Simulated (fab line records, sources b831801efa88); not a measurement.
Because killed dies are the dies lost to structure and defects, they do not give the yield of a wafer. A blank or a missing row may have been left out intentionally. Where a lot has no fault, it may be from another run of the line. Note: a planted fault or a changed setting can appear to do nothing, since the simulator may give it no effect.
8D (eight disciplines) problem report, filled in by code    flow gf180mcu    the parts of the form that need people (team, actions taken, sign-off) are left out

== 1. THE ISSUE ==
On 3 wafers of 1 lot, temp_c at GF_STI_WET_ETCH_26 has a mean of 30.05 C; fault-free wafers read 25.01 C, standard deviation 0.1. Measured from the usual mean, that is +50 standard deviations.
The step: etches SiO2 in dHF, target depth 94 nm, time 188 s.
Seen first at day 4 02:29 on wet_bench-03, wafer L574.3. The record has a number at this step for 39 wafers belonging to 13 lots. The rule behind "out" and "out of limits": a value lying over 4 standard deviations away from the usual mean. Any other wafer with a number is counted as sound.

== 2. WHAT IT IS AND WHAT IT IS NOT ==
question                     is                          is not
which readings at this step  temp_c, bath_heat_duty_pct  -
which lots                   L574                        L566, L567, L568, L569, L581, L582, L583, L585, L586, L587, L588, L589
which wafers of those lots   all that have a number      -
read on which tools          wet_bench-03                wet_bench-01, wet_bench-02
when                         from day 4 02:29            up to then (12 sound wafers); but 24 sound wafers of L581, L582, L583, L585, L586, L587, L588, L589 came after

== 3. SUSPECTS, AND WHAT RULES EACH OUT ==
Counting: a tool stays on the suspect list if, at a process step up to the reading, it processed all lots that are out and no sound lot following the first of them.
- wet_bench-03 at GF_STI_WET_ETCH_26 (etches SiO2 in dHF, target depth 94 nm, time 188 s): kept. It ran the lot that is out, L574 (day 4 02:29), and no sound lot after that; its last sound lot up to then is L569 (day 2 19:46). Its own bath_heat_duty_pct, temp_c readings are out on those wafers.
Remaining after the count: wet_bench-03 at GF_STI_WET_ETCH_26.

== 4. THE CAUSE (what the simulator had put in) ==
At GF_STI_WET_ETCH_26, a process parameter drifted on wet_bench-03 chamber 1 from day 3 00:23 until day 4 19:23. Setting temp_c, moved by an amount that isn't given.
The count eliminated every tool but this one.

== 5. THE CHAIN OF EFFECTS, in route order ==
Rows list readings where the struck wafers' mean (over those with a number) sits beyond 3 standard deviations from the usual. Scope: only readings with a usual standard deviation given in the record; hours: median across lots of the time from each lot's start at the first step in this table that gives one to its start at this step; sigmas: change in usual standard deviations.
hours  step                reading             usual    on struck wafers  change  sigmas
0      GF_STI_WET_ETCH_26  bath_heat_duty_pct  6.3 %    13.4              +7.1    +11
0      GF_STI_WET_ETCH_26  temp_c              25.01 C  30.05             +5.04   +50
Here are the process steps it includes:
- GF_STI_WET_ETCH_26: etches SiO2 in dHF, target depth 94 nm, time 188 s.
Later measuring or inspecting steps at which every struck wafer that the step has a row for has a number for every such reading, and none has moved that far: GF_NWELL_TW_MEAS_11, GF_VT_IMPLANT_TW_MEAS_32.

== 6. HOW IT WOULD HAVE BEEN CAUGHT EARLIER ==
The fault began at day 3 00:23; the first out-of-limits reading in this record came at day 4 02:29, 26 hours later.
